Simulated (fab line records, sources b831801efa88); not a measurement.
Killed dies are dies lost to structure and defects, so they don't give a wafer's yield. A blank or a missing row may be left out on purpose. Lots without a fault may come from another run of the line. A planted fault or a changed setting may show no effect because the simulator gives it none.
A struck lot beside a sound one | flow sky130 | 15 steps out of a route of 708
Sound: wafers L385.1, L385.2, L385.5. Struck: wafers L390.1, L390.2, L390.5. The cause comes at the end.
At each step with rows: each side's tool, then ch and its chambers, then its first start. Under that, the readings that differ: sound wafers | struck wafers | difference of the means | sigmas: that difference in standard deviations of wafers without a fault.
alike: readings whose means differ by less than 2 such deviations, and words and numbers that are the same on both sides. not compared: withheld readings, readings that some wafer has no value for, bounds like >300 that may hide the same value, and numbers for which the record gives no deviation and whose values overlap.
The two part at a step that has a row with sigmas, a row that says differs or no value, or rows on one side only. Numbers that don't overlap but have no deviation are shown without sigmas and don't part them. A reading that every wafer of one side lacks parts them only if that side has two wafers or more.

SKY_FIELD_ISO_THK_MEAS_04:
  sound on film_metro-04, day 1 23:59; struck on film_metro-02, day 3 01:00
  alike: FIELD_ISO_CVD_03_THK
then, 8 steps without rows for these wafers: SKY_FIELD_ISO_DEHYDRATE_05 (time 60 s); SKY_FIELD_ISO_HMDS_06 (prime time 60 s); SKY_FIELD_ISO_COAT_07 (resist thk 60 nm); SKY_FIELD_ISO_COAT_08 (resist thk 450 nm); SKY_FIELD_ISO_SOFTBAKE_09 (time 90 s); SKY_FIELD_ISO_EXPOSE_10 (exposes mask FOM, target cd 150 nm); SKY_FIELD_ISO_PEB_11; SKY_FIELD_ISO_DEVELOP_12 (develop time 60 s).
SKY_FIELD_ISO_CD_MEAS_13: target cd 150 nm.
  sound on cd_sem-02, day 2 14:43; struck on cd_sem-02, day 3 16:55
  alike: cd_nm
SKY_FIELD_ISO_ETCH_14: etches BARC in N2/H2, stops on SiO2, time 45.9 s, target depth 60 nm.
  sound on rie_diel-04 ch 1,2, day 2 14:50; struck on rie_diel-01 ch 0,1,3, day 3 17:02
  alike: bias_w, chamber_pressure_mTorr, drypump_motor_current_A, oes_product_au, throttle_valve_pct
  not compared: rf_hours_counter_h
SKY_FIELD_ISO_ETCH_15: etches the open film in CHF3/O2, stops on Si, target depth 180 nm, time 72 s.
  sound on rie_diel-04 ch 1,2, day 2 14:53; struck on rie_diel-01 ch 0,1,3, day 3 17:05
  alike: bias_w, chamber_pressure_mTorr, drypump_motor_current_A, oes_product_au, throttle_valve_pct
  not compared: rf_hours_counter_h
SKY_FIELD_ISO_STRIP_16: strips in O2/N2.
  sound on plasma_asher-04 ch 0,1, day 2 14:56; struck on plasma_asher-04 ch 0,1, day 3 17:08
  reading                      | sound          | struck         | difference | sigmas
  strip_time_to_endpoint_s (s) | 3.55 3.59 3.55 | 3.25 3.33 3.30 | -0.27      | -7
  alike: chamber_pressure_mTorr, drypump_motor_current_A, oes_product_au
  not compared: rf_hours_counter_h
SKY_FIELD_ISO_ETCH_17: etches Si in HBr/Cl2/O2, target depth 342 nm, time 97.7 s.
  sound on rie_si-01 ch 0,2,3, day 2 15:02; struck on rie_si-01 ch 1,2,3, day 3 17:14
  reading    | sound             | struck            | difference | sigmas
  bias_w (W) | 150.1 150.7 151.5 | 150.0 149.9 149.6 | -0.9       | -2
  alike: chamber_pressure_mTorr, drypump_motor_current_A, oes_product_au, throttle_valve_pct
  not compared: rf_hours_counter_h
then, 1 step without rows for these wafers: SKY_PAD_OPEN_PROBE_99.

WHERE THEY PART
First at SKY_FIELD_ISO_STRIP_16; last, within this record, at SKY_FIELD_ISO_ETCH_17.

WHY: what the simulator had put in
Process parameter drift: plasma_asher-04, from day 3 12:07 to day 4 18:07, at SKY_FIELD_ISO_STRIP_16. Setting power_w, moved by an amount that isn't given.
